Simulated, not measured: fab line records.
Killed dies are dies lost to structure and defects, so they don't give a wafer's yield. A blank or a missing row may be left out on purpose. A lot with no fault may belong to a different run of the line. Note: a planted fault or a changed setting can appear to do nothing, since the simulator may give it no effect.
A lot that was struck, set against a sound lot | flow sfq_line | 15 steps out of a route of 325
Sound: these wafers, L407.3, L407.5, L407.6. Struck: wafer L421.2 (left out: L421.3, L421.5 of the same lot, which were not struck); the cause appears at the end.
At each step with rows: each side's tool, then ch and its chambers, then its first start. Under that, the readings that differ: sound wafers | struck wafers | difference of the means | sigmas: that difference in standard deviations of wafers without a fault.
alike: readings whose means differ by less than 2 such deviations, and words and numbers that are the same on both sides. not compared: withheld readings, readings that some wafer has no value for, bounds like >300 that may hide the same value, and numbers for which the record gives no deviation and whose values overlap.
The two part at a step that has a row with sigmas, a row that says differs or no value, or rows on one side only. When numbers do not overlap yet have no deviation, they are printed without sigmas and do not part them. A reading that every wafer of one side lacks parts them only if that side has two wafers or more.

first, 1 step without rows for these wafers: SFQ_TRILAYER_M1_STRIP_SOLV_CLEAN_044 (cleans in NMP, time 600 s).
SFQ_TRILAYER_I1_DEP_PECVD_045: deposits SiO2 from SiH4/N2O, time 111.11 s, target thk 500 nm.
  sound on pecvd-01 ch 0,1, day 16 07:06; struck on pecvd-03 ch 0, day 27 22:57
  reading            | sound    | struck | difference | sigmas
  heater_power_w (W) | 84 88 88 | 58     | -29        | -3
  alike: throttle_valve_pct
  not compared: since_wet_clean_h
SFQ_TRILAYER_I1_CMP_CMP_046: polishes SiO2.
  sound on cmp-01 ch 0,3, day 16 08:26; struck on cmp-02 ch 0, day 27 23:01
  alike: motor_current_A, time_to_endpoint_s
SFQ_I1_BOW_MEAS_912:
  struck on film_metro-01, day 28 02:02; sound on film_metro-04, day 16 11:29
  alike: I1_BOW
SFQ_TRILAYER_I1_METRO_MEASURE_047:
  struck on film_metro-01, day 28 02:20; sound on film_metro-04, day 16 11:58
  alike: thk_nm
then, 6 steps without rows for these wafers: SFQ_TRILAYER_I1_VIA_LITHO_COAT_054 (resist thk 62 nm); SFQ_TRILAYER_I1_VIA_LITHO_COAT_049 (resist thk 650 nm); SFQ_TRILAYER_I1_VIA_LITHO_SOFTBAKE_053; SFQ_TRILAYER_I1_VIA_LITHO_EXPOSE_050 (exposes mask I1, target cd 500 nm); SFQ_TRILAYER_I1_VIA_LITHO_PEB_052 (peb time 60 s); SFQ_TRILAYER_I1_VIA_LITHO_DEVELOP_051 (time 60 s).
-- the record jumps here: 6 days lie between the struck wafers' starts before and after --
SFQ_I1_OVL_MEAS_913:
  struck on overlay-02, day 34 14:08; sound on overlay-01, day 22 17:53
  alike: I1_OVL
SFQ_TRILAYER_I1_VIA_BARC_OPEN_VIA_ETCH_071: etches BARC in O2, target depth 125 nm, time 41.7 s.
  sound on rie_diel-01 ch 0,2,3, day 22 17:55; struck on rie_diel-04 ch 0, day 34 14:10
  reading                                                 | sound           | struck | difference | sigmas
  model.KrF_of_TRILAYER_I1_VIA_LITHO_COAT_049.thk_nm (nm) | 571.9 571.7 574 | 552.6  | -19.9      |
  alike: drypump_motor_current_A, oes_product_au
  not compared: rf_hours_counter_h
SFQ_TRILAYER_I1_VIA_ETCH_VIA_ETCH_052: etches SiO2 in CHF3, stops on Nb, target depth 260 nm.
  sound on rie_diel-01 ch 0,2,3, day 22 17:57; struck on rie_diel-04 ch 0, day 34 14:12
  reading                                                 | sound           | struck | difference | sigmas
  model.KrF_of_TRILAYER_I1_VIA_LITHO_COAT_049.thk_nm (nm) | 527.3 527 529.9 | 506.9  | -21.2      |
  alike: drypump_motor_current_A, oes_product_au
SFQ_TRILAYER_I1_VIA_STRIP_STRIP_053: strips in O2.
  sound on rie_metal-01 ch 0,1, day 22 18:16; struck on rie_metal-04 ch 0, day 34 14:19
  reading                | sound             | struck | difference                   | sigmas
  oes_product_au (a.u.)  | 1.001 0.998 1.004 | 0.982  | -0.019                       | -3
  rf_hours_counter_h (h) | - - -             | 42     | no value on the sound wafers |
  alike: drypump_motor_current_A, he_backside_leak_sccm

## WHERE THEY PART
Last at SFQ_TRILAYER_I1_VIA_STRIP_STRIP_053 as far as this record goes, first at SFQ_TRILAYER_I1_DEP_PECVD_045.

WHY: what the simulator had put in
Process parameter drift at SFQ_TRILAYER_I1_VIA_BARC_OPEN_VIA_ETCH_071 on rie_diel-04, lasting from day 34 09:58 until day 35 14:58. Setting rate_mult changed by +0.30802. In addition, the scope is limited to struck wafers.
